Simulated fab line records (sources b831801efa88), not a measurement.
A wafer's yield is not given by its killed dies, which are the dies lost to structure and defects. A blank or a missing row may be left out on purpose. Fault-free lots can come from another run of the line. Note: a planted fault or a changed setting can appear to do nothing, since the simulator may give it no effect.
fab line records / flow sfq_line
record: lots: 15 wafers: 43 last_day: 92
route steps=325 shown I0@43
lots untouched by any fault: they come from a run of this same line in which no faults occurred
start_h: start of the lot's first displayed wafer, in hours after the record's first day / wait_h: time in hours since the lot's previous step / " unchanged from the row above / L1.1+2: a row that stands for several wafers / - no value, or no start was given / * or withheld: withheld / < > ~ a bound
route shown NAME@n: names a module that has steps shown in the file, with the first one's number in the route / usual: mean and standard deviation over wafers with no fault / same: alike in all rows / chamber/n: place in a boat / sites: per-site readings / _std_site: their standard deviation / _edge_site: the outer-site mean with the inner-site mean subtracted / radius_mm: for every site, how far away it sits from the centre of the wafer / mask NAME#n: copy n / behind: the most recent tool/chamber to have shaped the wafer / hold: why the lot went on hold/how many hours it stayed there/how the hold came to an end / device: whichever transistor did not switch (one of n, p or np) / end of line: the same wafers' tests at the end of the route / for a step that has no rows: nothing shown but its recipe / killed: at the first sort, the dies lost to defects and structure; wafer yield is something else / map: shows each die of a wafer: x if killed, . if not, _ if none is there
set.NAME: the setting that was run; set.NAME@STEP: the one run at that earlier step / model.NAME: the simulator's own value behind a step, which no gauge read
the route's steps for a sample of lots (tables are steps, rows are wafers)
services: the hour from which a tool's chamber was out of use, counted from the record's first day as start_h (under 0 if before that day), plus the number of hours and why
== steps ==
step: SFQ_TRILAYER_I0_DEP_PECVD_027
recipe: material: SiO2 temp_c: 150 time_s: 111.11 pressure_torr: 2.4 rf_w: 183.3 precursor: SiH4/N2O target_thk_nm: 500
usual: heater_power_w: 84/18 rf_fwd_power_W: 182.3/0.54 run_length_s: 139.2/0.59 throttle_valve_pct: 24.4/1.5
lot.wafer=L213.1 tool=pecvd-03 chamber=1 start_h=253.21 wait_h=0.0 heater_power_w=110 rf_fwd_power_W=182.3 run_length_s=139.7 since_wet_clean_h=45 throttle_valve_pct=22.3
lot.wafer=L213.3 tool=pecvd-03 chamber=0 start_h=253.21 wait_h=0.0 heater_power_w=106 rf_fwd_power_W=182.1 run_length_s=140.1 since_wet_clean_h=45 throttle_valve_pct=22.4
lot.wafer=L213.6 tool=pecvd-03 chamber=2 start_h=253.21 wait_h=0.0 heater_power_w=94 rf_fwd_power_W=182.2 run_length_s=139.1 since_wet_clean_h=- throttle_valve_pct=23.9
lot.wafer=L214.2 tool=pecvd-04 chamber=0 start_h=255.61 wait_h=0.0 heater_power_w=56 rf_fwd_power_W=182.0 run_length_s=139.8 since_wet_clean_h=1170 throttle_valve_pct=26.8
lot.wafer=L214.3 tool=pecvd-04 chamber=2 start_h=255.61 wait_h=0.0 heater_power_w=85 rf_fwd_power_W=181.4 run_length_s=138.4 since_wet_clean_h=1170 throttle_valve_pct=24.0
lot.wafer=L214.4 tool=pecvd-04 chamber=0 start_h=255.61 wait_h=0.0 heater_power_w=59 rf_fwd_power_W=182.3 run_length_s=139.9 since_wet_clean_h=- throttle_valve_pct=26.5
lot.wafer=L215.2 tool=pecvd-04 chamber=0 start_h=260.42 wait_h=0.0 heater_power_w=60 rf_fwd_power_W=182.4 run_length_s=139.8 since_wet_clean_h=1175 throttle_valve_pct=26.7
lot.wafer=L215.3 tool=pecvd-04 chamber=1 start_h=260.42 wait_h=0.0 heater_power_w=64 rf_fwd_power_W=182.1 run_length_s=139.0 since_wet_clean_h=1175 throttle_valve_pct=26.1
lot.wafer=L215.5 tool=pecvd-04 chamber=0 start_h=260.42 wait_h=0.0 heater_power_w=62 rf_fwd_power_W=182.7 run_length_s=139.4 since_wet_clean_h=- throttle_valve_pct=26.6
lot.wafer=L216.3 tool=pecvd-03 chamber=2 start_h=270.13 wait_h=0.0 heater_power_w=94 rf_fwd_power_W=181.9 run_length_s=139.0 since_wet_clean_h=62 throttle_valve_pct=24.2
lot.wafer=L216.4 tool=pecvd-03 chamber=1 start_h=270.13 wait_h=0.0 heater_power_w=114 rf_fwd_power_W=182.6 run_length_s=139.6 since_wet_clean_h=- throttle_valve_pct=22.5
lot.wafer=L216.6 tool=pecvd-03 chamber=2 start_h=270.13 wait_h=0.0 heater_power_w=92 rf_fwd_power_W=181.5 run_length_s=139.0 since_wet_clean_h=- throttle_valve_pct=24.0
lot.wafer=L218.1 tool=pecvd-03 chamber=1 start_h=298.48 wait_h=0.0 heater_power_w=104 rf_fwd_power_W=182.0 run_length_s=139.4 since_wet_clean_h=90 throttle_valve_pct=22.7
lot.wafer=L218.2 tool=pecvd-03 chamber=2 start_h=298.48 wait_h=0.0 heater_power_w=89 rf_fwd_power_W=- run_length_s=128.4 since_wet_clean_h=90 throttle_valve_pct=24.3
lot.wafer=L218.6 tool=pecvd-03 chamber=2 start_h=298.48 wait_h=0.0 heater_power_w=90 rf_fwd_power_W=182.4 run_length_s=139.5 since_wet_clean_h=- throttle_valve_pct=24.4
lot.wafer=L219.1 tool=pecvd-03 chamber=1 start_h=304.48 wait_h=0.0 heater_power_w=121 rf_fwd_power_W=182.7 run_length_s=139.5 since_wet_clean_h=96 throttle_valve_pct=22.4
lot.wafer=L219.5 tool=pecvd-03 chamber=0 start_h=304.48 wait_h=0.0 heater_power_w=105 rf_fwd_power_W=- run_length_s=128.9 since_wet_clean_h=- throttle_valve_pct=22.1
lot.wafer=L220.1 tool=pecvd-03 chamber=1 start_h=311.68 wait_h=0.0 heater_power_w=116 rf_fwd_power_W=182.6 run_length_s=139.4 since_wet_clean_h=103 throttle_valve_pct=22.5
lot.wafer=L220.2 tool=pecvd-03 chamber=0 start_h=311.68 wait_h=0.0 heater_power_w=105 rf_fwd_power_W=- run_length_s=129.5 since_wet_clean_h=103 throttle_valve_pct=22.1
lot.wafer=L226.3 tool=pecvd-02 chamber=0 start_h=359.79 wait_h=0.0 heater_power_w=53 rf_fwd_power_W=182.4 run_length_s=138.5 since_wet_clean_h=521 throttle_valve_pct=25.6
lot.wafer=L226.4 tool=pecvd-02 chamber=2 start_h=359.79 wait_h=0.0 heater_power_w=75 rf_fwd_power_W=182.1 run_length_s=139.4 since_wet_clean_h=- throttle_valve_pct=26.1
lot.wafer=L226.6 tool=pecvd-02 chamber=0 start_h=359.79 wait_h=0.0 heater_power_w=56 rf_fwd_power_W=182.5 run_length_s=138.7 since_wet_clean_h=- throttle_valve_pct=25.6
lot.wafer=L228.3 tool=pecvd-03 chamber=1 start_h=382.27 wait_h=0.0 heater_power_w=108 rf_fwd_power_W=182.8 run_length_s=139.7 since_wet_clean_h=174 throttle_valve_pct=22.8
lot.wafer=L228.5 tool=pecvd-03 chamber=1 start_h=382.27 wait_h=0.0 heater_power_w=113 rf_fwd_power_W=183.2 run_length_s=139.8 since_wet_clean_h=- throttle_valve_pct=22.9
lot.wafer=L228.6 tool=pecvd-03 chamber=0 start_h=382.27 wait_h=0.0 heater_power_w=95 rf_fwd_power_W=182.3 run_length_s=140.0 since_wet_clean_h=- throttle_valve_pct=22.4
lot.wafer=L229.3 tool=pecvd-02 chamber=1 start_h=391.95 wait_h=0.1 heater_power_w=92 rf_fwd_power_W=182.6 run_length_s=138.9 since_wet_clean_h=- throttle_valve_pct=23.9
lot.wafer=L229.4 tool=pecvd-02 chamber=1 start_h=391.95 wait_h=0.1 heater_power_w=75 rf_fwd_power_W=182.3 run_length_s=138.9 since_wet_clean_h=- throttle_valve_pct=24.1
lot.wafer=L229.5 tool=pecvd-02 chamber=1 start_h=391.95 wait_h=0.1 heater_power_w=79 rf_fwd_power_W=182.9 run_length_s=139.6 since_wet_clean_h=- throttle_valve_pct=23.8
lot.wafer=L230.1 tool=pecvd-04 chamber=0 start_h=401.16 wait_h=0.0 heater_power_w=53 rf_fwd_power_W=182.3 run_length_s=139.3 since_wet_clean_h=1315 throttle_valve_pct=26.4
lot.wafer=L230.3 tool=pecvd-04 chamber=2 start_h=401.16 wait_h=0.0 heater_power_w=80 rf_fwd_power_W=182.0 run_length_s=138.4 since_wet_clean_h=1315 throttle_valve_pct=24.1
lot.wafer=L230.6 tool=pecvd-04 chamber=1 start_h=401.16 wait_h=0.0 heater_power_w=71 rf_fwd_power_W=183.0 run_length_s=139.6 since_wet_clean_h=- throttle_valve_pct=25.8
lot.wafer=L232.1 tool=pecvd-04 chamber=1 start_h=410.10 wait_h=0.0 heater_power_w=67 rf_fwd_power_W=182.3 run_length_s=138.6 since_wet_clean_h=1324 throttle_valve_pct=25.9
lot.wafer=L232.4 tool=pecvd-04 chamber=0 start_h=410.10 wait_h=0.0 heater_power_w=52 rf_fwd_power_W=182.8 run_length_s=139.5 since_wet_clean_h=- throttle_valve_pct=26.8
lot.wafer=L232.5 tool=pecvd-04 chamber=2 start_h=410.10 wait_h=0.0 heater_power_w=75 rf_fwd_power_W=182.0 run_length_s=138.6 since_wet_clean_h=- throttle_valve_pct=24.3
lot.wafer=L234.2 tool=pecvd-03 chamber=0 start_h=432.90 wait_h=0.0 heater_power_w=110 rf_fwd_power_W=183.0 run_length_s=139.6 since_wet_clean_h=225 throttle_valve_pct=22.4
lot.wafer=L234.3 tool=pecvd-03 chamber=1 start_h=432.90 wait_h=0.0 heater_power_w=110 rf_fwd_power_W=183.3 run_length_s=139.7 since_wet_clean_h=225 throttle_valve_pct=23.0
lot.wafer=L234.4 tool=pecvd-03 chamber=0 start_h=432.90 wait_h=0.0 heater_power_w=88 rf_fwd_power_W=182.6 run_length_s=140.2 since_wet_clean_h=- throttle_valve_pct=22.4
lot.wafer=L235.1 tool=pecvd-03 chamber=2 start_h=440.23 wait_h=0.0 heater_power_w=89 rf_fwd_power_W=181.0 run_length_s=139.0 since_wet_clean_h=232 throttle_valve_pct=24.7
lot.wafer=L235.3 tool=pecvd-03 chamber=0 start_h=440.23 wait_h=0.0 heater_power_w=103 rf_fwd_power_W=182.3 run_length_s=139.6 since_wet_clean_h=232 throttle_valve_pct=22.3
lot.wafer=L235.4 tool=pecvd-03 chamber=0 start_h=440.23 wait_h=0.0 heater_power_w=105 rf_fwd_power_W=182.4 run_length_s=139.7 since_wet_clean_h=- throttle_valve_pct=22.4
lot.wafer=L236.2 tool=pecvd-03 chamber=0 start_h=447.23 wait_h=0.0 heater_power_w=90 rf_fwd_power_W=182.1 run_length_s=139.9 since_wet_clean_h=239 throttle_valve_pct=22.4
lot.wafer=L236.5 tool=pecvd-03 chamber=0 start_h=447.23 wait_h=0.0 heater_power_w=96 rf_fwd_power_W=181.8 run_length_s=140.0 since_wet_clean_h=- throttle_valve_pct=22.6
lot.wafer=L236.6 tool=pecvd-03 chamber=1 start_h=447.23 wait_h=0.0 heater_power_w=110 rf_fwd_power_W=183.0 run_length_s=139.8 since_wet_clean_h=- throttle_valve_pct=23.1
step: SFQ_TRILAYER_I0_CMP_CMP_028
recipe: material: SiO2 down_force_psi: 3 platen_rpm: 60 pad_velocity_m_s: 0.94248
usual: edge_zone_pressure_frac: 1.000/0.005 motor_current_A: 10.5/1.4 time_to_endpoint_s: 215/8.2
lot.wafer=L213.1 tool=cmp-02 chamber=1 start_h=253.28 wait_h=0.0 edge_zone_pressure_frac=0.995 motor_current_A=12.7 time_to_endpoint_s=214
lot.wafer=L213.3 tool=cmp-02 chamber=3 start_h=254.28 wait_h=1.0 edge_zone_pressure_frac=1.008 motor_current_A=10.5 time_to_endpoint_s=208
lot.wafer=L213.6 tool=cmp-02 chamber=2 start_h=255.78 wait_h=2.5 edge_zone_pressure_frac=1.003 motor_current_A=10.2 time_to_endpoint_s=224
lot.wafer=L214.4 tool=cmp-01 chamber=3 start_h=255.68 wait_h=0.0 edge_zone_pressure_frac=0.989 motor_current_A=10.0 time_to_endpoint_s=227
lot.wafer=L214.3 tool=cmp-01 chamber=0 start_h=255.68 wait_h=0.0 edge_zone_pressure_frac=1.000 motor_current_A=9.5 time_to_endpoint_s=213
lot.wafer=L214.2 tool=cmp-01 chamber=1 start_h=255.68 wait_h=0.0 edge_zone_pressure_frac=1.003 motor_current_A=10.9 time_to_endpoint_s=220
lot.wafer=L215.2 tool=cmp-01 chamber=3 start_h=261.00 wait_h=0.5 edge_zone_pressure_frac=0.995 motor_current_A=9.0 time_to_endpoint_s=216
lot.wafer=L215.3 tool=cmp-01 chamber=1 start_h=262.00 wait_h=1.5 edge_zone_pressure_frac=1.004 motor_current_A=10.4 time_to_endpoint_s=236
lot.wafer=L215.5 tool=cmp-01 chamber=2 start_h=262.00 wait_h=1.5 edge_zone_pressure_frac=0.999 motor_current_A=9.6 time_to_endpoint_s=241
lot.wafer=L216.3 tool=cmp-02 chamber=1 start_h=270.21 wait_h=0.0 edge_zone_pressure_frac=1.001 motor_current_A=13.5 time_to_endpoint_s=221
lot.wafer=L216.4 tool=cmp-02 chamber=3 start_h=271.21 wait_h=1.0 edge_zone_pressure_frac=1.004 motor_current_A=10.4 time_to_endpoint_s=211
lot.wafer=L216.6 tool=cmp-02 chamber=2 start_h=272.71 wait_h=2.5 edge_zone_pressure_frac=1.002 motor_current_A=9.8 time_to_endpoint_s=220
lot.wafer=L218.2 tool=cmp-02 chamber=2 start_h=299.46 wait_h=0.9 edge_zone_pressure_frac=1.001 motor_current_A=10.1 time_to_endpoint_s=179
lot.wafer=L218.1 tool=cmp-02 chamber=0 start_h=300.46 wait_h=1.9 edge_zone_pressure_frac=0.997 motor_current_A=8.6 time_to_endpoint_s=213
lot.wafer=L218.6 tool=cmp-02 chamber=3 start_h=301.96 wait_h=3.4 edge_zone_pressure_frac=0.998 motor_current_A=10.5 time_to_endpoint_s=208
lot.wafer=L219.1 tool=cmp-02 chamber=0 start_h=305.06 wait_h=0.5 edge_zone_pressure_frac=0.994 motor_current_A=8.6 time_to_endpoint_s=219
lot.wafer=L219.5 tool=cmp-02 chamber=3 start_h=306.56 wait_h=2.0 edge_zone_pressure_frac=1.007 motor_current_A=10.5 time_to_endpoint_s=177
lot.wafer=L220.2 tool=cmp-02 chamber=2 start_h=323.72 wait_h=12.0 edge_zone_pressure_frac=1.003 motor_current_A=10.8 time_to_endpoint_s=181
lot.wafer=L220.1 tool=cmp-02 chamber=0 start_h=324.72 wait_h=13.0 edge_zone_pressure_frac=1.007 motor_current_A=8.9 time_to_endpoint_s=215
lot.wafer=L226.4 tool=cmp-01 chamber=1 start_h=362.51 wait_h=2.6 edge_zone_pressure_frac=0.995 motor_current_A=10.8 time_to_endpoint_s=208
lot.wafer=L226.3 tool=cmp-01 chamber=3 start_h=363.51 wait_h=3.7 edge_zone_pressure_frac=1.002 motor_current_A=9.7 time_to_endpoint_s=195
lot.wafer=L226.6 tool=cmp-01 chamber=2 start_h=365.01 wait_h=5.1 edge_zone_pressure_frac=1.004 motor_current_A=10.0 time_to_endpoint_s=203
lot.wafer=L228.3 tool=cmp-02 chamber=0 start_h=383.85 wait_h=1.5 edge_zone_pressure_frac=1.002 motor_current_A=8.8 time_to_endpoint_s=204
lot.wafer=L228.6 tool=cmp-02 chamber=1 start_h=383.85 wait_h=1.5 edge_zone_pressure_frac=1.002 motor_current_A=12.6 time_to_endpoint_s=216
lot.wafer=L228.5 tool=cmp-02 chamber=2 start_h=383.85 wait_h=1.5 edge_zone_pressure_frac=1.002 motor_current_A=9.9 time_to_endpoint_s=211
lot.wafer=L229.4 tool=cmp-02 chamber=3 start_h=393.57 wait_h=1.5 edge_zone_pressure_frac=1.000 motor_current_A=10.6 time_to_endpoint_s=218
lot.wafer=L229.3 tool=cmp-02 chamber=0 start_h=393.57 wait_h=1.5 edge_zone_pressure_frac=1.006 motor_current_A=8.8 time_to_endpoint_s=217
lot.wafer=L229.5 tool=cmp-02 chamber=2 start_h=395.07 wait_h=3.0 edge_zone_pressure_frac=0.992 motor_current_A=9.8 time_to_endpoint_s=216
lot.wafer=L230.3 tool=cmp-02 chamber=3 start_h=401.24 wait_h=0.0 edge_zone_pressure_frac=1.002 motor_current_A=9.9 time_to_endpoint_s=208
lot.wafer=L230.1 tool=cmp-02 chamber=1 start_h=402.24 wait_h=1.0 edge_zone_pressure_frac=0.997 motor_current_A=14.0 time_to_endpoint_s=218
lot.wafer=L230.6 tool=cmp-02 chamber=3 start_h=403.24 wait_h=2.0 edge_zone_pressure_frac=1.000 motor_current_A=10.4 time_to_endpoint_s=216
lot.wafer=L232.1 tool=cmp-01 chamber=1 start_h=410.18 wait_h=0.0 edge_zone_pressure_frac=0.997 motor_current_A=10.9 time_to_endpoint_s=214
lot.wafer=L232.4 tool=cmp-01 chamber=2 start_h=410.18 wait_h=0.0 edge_zone_pressure_frac=1.007 motor_current_A=9.7 time_to_endpoint_s=215
lot.wafer=L232.5 tool=cmp-01 chamber=2 start_h=412.68 wait_h=2.5 edge_zone_pressure_frac=1.002 motor_current_A=10.1 time_to_endpoint_s=216
lot.wafer=L234.4 tool=cmp-01 chamber=1 start_h=432.98 wait_h=0.0 edge_zone_pressure_frac=0.999 motor_current_A=11.1 time_to_endpoint_s=218
lot.wafer=L234.2 tool=cmp-01 chamber=2 start_h=432.98 wait_h=0.0 edge_zone_pressure_frac=1.006 motor_current_A=9.6 time_to_endpoint_s=213
lot.wafer=L234.3 tool=cmp-01 chamber=0 start_h=434.48 wait_h=1.5 edge_zone_pressure_frac=0.996 motor_current_A=9.5 time_to_endpoint_s=211
lot.wafer=L235.1 tool=cmp-01 chamber=1 start_h=440.30 wait_h=0.0 edge_zone_pressure_frac=1.007 motor_current_A=10.4 time_to_endpoint_s=210
lot.wafer=L235.3 tool=cmp-01 chamber=2 start_h=440.30 wait_h=0.0 edge_zone_pressure_frac=1.008 motor_current_A=9.7 time_to_endpoint_s=214
lot.wafer=L235.4 tool=cmp-01 chamber=0 start_h=441.80 wait_h=1.5 edge_zone_pressure_frac=1.001 motor_current_A=10.2 time_to_endpoint_s=202
lot.wafer=L236.2 tool=cmp-02 chamber=0 start_h=449.60 wait_h=2.3 edge_zone_pressure_frac=0.993 motor_current_A=8.7 time_to_endpoint_s=211
lot.wafer=L236.6 tool=cmp-02 chamber=1 start_h=449.60 wait_h=2.3 edge_zone_pressure_frac=1.005 motor_current_A=13.9 time_to_endpoint_s=227
lot.wafer=L236.5 tool=cmp-02 chamber=2 start_h=449.60 wait_h=2.3 edge_zone_pressure_frac=1.007 motor_current_A=10.1 time_to_endpoint_s=208
== services ==
tool=cmp-01 chamber=- start_h=237.03 hours=4.0 kind=pm
tool=cmp-01 chamber=- start_h=241.03 hours=- kind=consumable_replace:conditioner
tool=cmp-01 chamber=- start_h=241.03 hours=- kind=consumable_replace:pad
tool=cmp-02 chamber=- start_h=245.59 hours=2.1 kind=repair
tool=pecvd-03 chamber=- start_h=276.44 hours=0.7 kind=repair
tool=cmp-01 chamber=- start_h=305.16 hours=11.7 kind=pm
tool=cmp-02 chamber=- start_h=320.67 hours=0.6 kind=repair
tool=cmp-01 chamber=- start_h=324.94 hours=0.2 kind=repair
tool=pecvd-04 chamber=0 start_h=330.09 hours=5.1 kind=repair
tool=cmp-02 chamber=- start_h=335.22 hours=6.2 kind=pm
tool=pecvd-04 chamber=0 start_h=384.25 hours=6.7 kind=repair
tool=pecvd-02 chamber=0 start_h=387.14 hours=6.8 kind=repair
tool=pecvd-02 chamber=2 start_h=388.24 hours=9.1 kind=repair
tool=cmp-02 chamber=- start_h=408.25 hours=4.0 kind=pm
tool=cmp-02 chamber=- start_h=412.25 hours=- kind=consumable_replace:conditioner
tool=cmp-02 chamber=- start_h=412.25 hours=- kind=consumable_replace:pad
tool=cmp-01 chamber=- start_h=414.44 hours=1.6 kind=repair
tool=pecvd-03 chamber=- start_h=431.44 hours=0.8 kind=repair
== key ==
first_sign: step: SFQ_TRILAYER_I0_DEP_PECVD_027 reading: run_length_s direction: down sigmas: 17 usual: * struck: *
effect: step: SFQ_TRILAYER_I0_CMP_CMP_028 reading: time_to_endpoint_s direction: down sigmas: 4.5 usual: * struck: *
met_at SFQ_TRILAYER_I0_DEP_PECVD_027
struck_lots L218,L219,L220
struck_wafers L218.2,L219.5,L220.2
onset_between 270.13 298.48
fault: kind: process_parameter_drift tool: pecvd-03 chamber: - onset_h: 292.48 steps: SFQ_TRILAYER_I0_DEP_PECVD_027 channel: time_s offset: * shape: step end_h: 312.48 scope: struck_wafers_only acts_in: * stated: *
